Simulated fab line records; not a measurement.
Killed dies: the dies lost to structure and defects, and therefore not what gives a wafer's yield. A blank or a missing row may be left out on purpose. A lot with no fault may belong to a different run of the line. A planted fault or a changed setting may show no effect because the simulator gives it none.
Commonality check across tools + flow gf180mcu + Sample size 14 lots and 42 wafers

WHY IT WAS OPENED
Of 14 lots, 4 have the reading VT_IMPLANT_02_OVL flagged at GF_VT_IMPLANT_OVL_MEAS_29. Fault-free wafers read -0.1 nm, with a standard deviation of 1.3.
Rule: flag the lot when none of its wafers has a number, or when each of its wafers that has one lies beyond 4 standard deviations from that mean. The other lots count as sound.

| lot  | measured     | on         | VT_IMPLANT_02_OVL (nm), wafer by wafer | flag    |
|------|--------------|------------|----------------------------------------|---------|
| L888 | day 6 20:33  | overlay-01 | 0.4 -0.4 0.5                           |         |
| L889 | day 7 03:45  | overlay-01 | 1.0 -0.8 2.6                           |         |
| L892 | day 8 01:07  | overlay-01 | -0.8 -1.1 -1.4                         |         |
| L896 | day 9 00:12  | overlay-02 | 0.3 1.1 -1.8                           |         |
| L897 | day 9 05:54  | overlay-02 | -0.4 0.8 0.6                           |         |
| L898 | day 9 14:39  | overlay-02 | 0.3 1.4 -0.6                           |         |
| L899 | day 9 19:40  | overlay-01 | -0.9 -1.0 -0.6                         |         |
| L900 | day 10 00:22 | overlay-02 | 204.0 204.8 204.5                      | FLAGGED |
| L901 | day 10 07:57 | overlay-01 | 202.8 202.9 201.4                      | FLAGGED |
| L904 | day 11 02:28 | overlay-02 | 203.4 204.0 204.5                      | FLAGGED |
| L905 | day 11 10:37 | overlay-02 | 207.0 207.9 206.1                      | FLAGGED |
| L906 | day 11 14:01 | overlay-01 | 1.8 1.8 1.5                            |         |
| L910 | day 12 14:57 | overlay-01 | 0.5 0.7 -1.5                           |         |
| L911 | day 12 22:28 | overlay-02 | -0.1 -2.7 1.1                          |         |
Flagged lots average 204.4 nm: +204.5 nm relative to the usual, that is +99 or more standard deviations.

TOOL THAT RAN EACH LOT
The record holds 1 process step before the reading, out of a route of 602 steps. Each cell gives the tool, then ch followed by the chambers the sampled wafers passed through, then the start.
| lot  | flag    | GF_VT_IMPLANT_EXPOSE_26            |
|------|---------|------------------------------------|
| L888 |         | ilineStepper-01 ch 0, day 6 13:06  |
| L889 |         | ilineStepper-02 ch 0, day 6 20:02  |
| L892 |         | ilineStepper-02 ch 0, day 7 17:12  |
| L896 |         | ilineStepper-01 ch 0, day 8 15:40  |
| L897 |         | ilineStepper-02 ch 0, day 8 21:44  |
| L898 |         | ilineStepper-01 ch 0, day 9 06:26  |
| L899 |         | ilineStepper-01 ch 0, day 9 11:36  |
| L900 | FLAGGED | ilineStepper-01 ch 0, day 9 15:56  |
| L901 | FLAGGED | ilineStepper-01 ch 0, day 9 23:46  |
| L904 | FLAGGED | ilineStepper-01 ch 0, day 10 18:08 |
| L905 | FLAGGED | ilineStepper-01 ch 0, day 11 02:04 |
| L906 |         | ilineStepper-02 ch 0, day 11 05:23 |
| L910 |         | ilineStepper-02 ch 0, day 12 06:08 |
| L911 |         | ilineStepper-02 ch 0, day 12 12:34 |
What these steps do:
- GF_VT_IMPLANT_EXPOSE_26: exposes mask LVPWELL HV AREA, target cd 860 nm.
- GF_VT_IMPLANT_OVL_MEAS_29

FLAGGED AGAINST TOTAL, ONE TOOL AT A TIME (gauges that did the reading follow at the end)
| step                      | tool            | lots run | flagged | share of the flagged lots | sound lots run after its first flagged lot |
|---------------------------|-----------------|----------|---------|---------------------------|--------------------------------------------|
| GF_VT_IMPLANT_EXPOSE_26   | ilineStepper-01 | 8        | 4       | all                       | 0                                          |
| GF_VT_IMPLANT_EXPOSE_26   | ilineStepper-02 | 6        | 0       | none                      | -                                          |
| GF_VT_IMPLANT_OVL_MEAS_29 | overlay-01      | 7        | 1       | some                      | 2 (L906,L910)                              |
| GF_VT_IMPLANT_OVL_MEAS_29 | overlay-02      | 7        | 3       | some                      | 1 (L911)                                   |

WHAT IS ALLOWED BY THE TABLE
Rows of the table that ran each flagged lot: 1, that is ilineStepper-01 at GF_VT_IMPLANT_EXPOSE_26.
- ilineStepper-01 at GF_VT_IMPLANT_EXPOSE_26 ran 8 lots, 4 of them flagged. A fault beginning between L899 (day 9 11:36), its last sound lot, and L900 (day 9 15:56), its first flagged one, fits the data.
What remains is a single tool, ilineStepper-01 at GF_VT_IMPLANT_EXPOSE_26.

WHAT THE SIMULATOR PUT IN
Scanner matching overlay: ilineStepper-01, from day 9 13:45 on, at GF_VT_IMPLANT_EXPOSE_26. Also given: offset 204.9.
Shown lots that were struck: L900, L901, L904, L905. This agrees with what the rule above found.
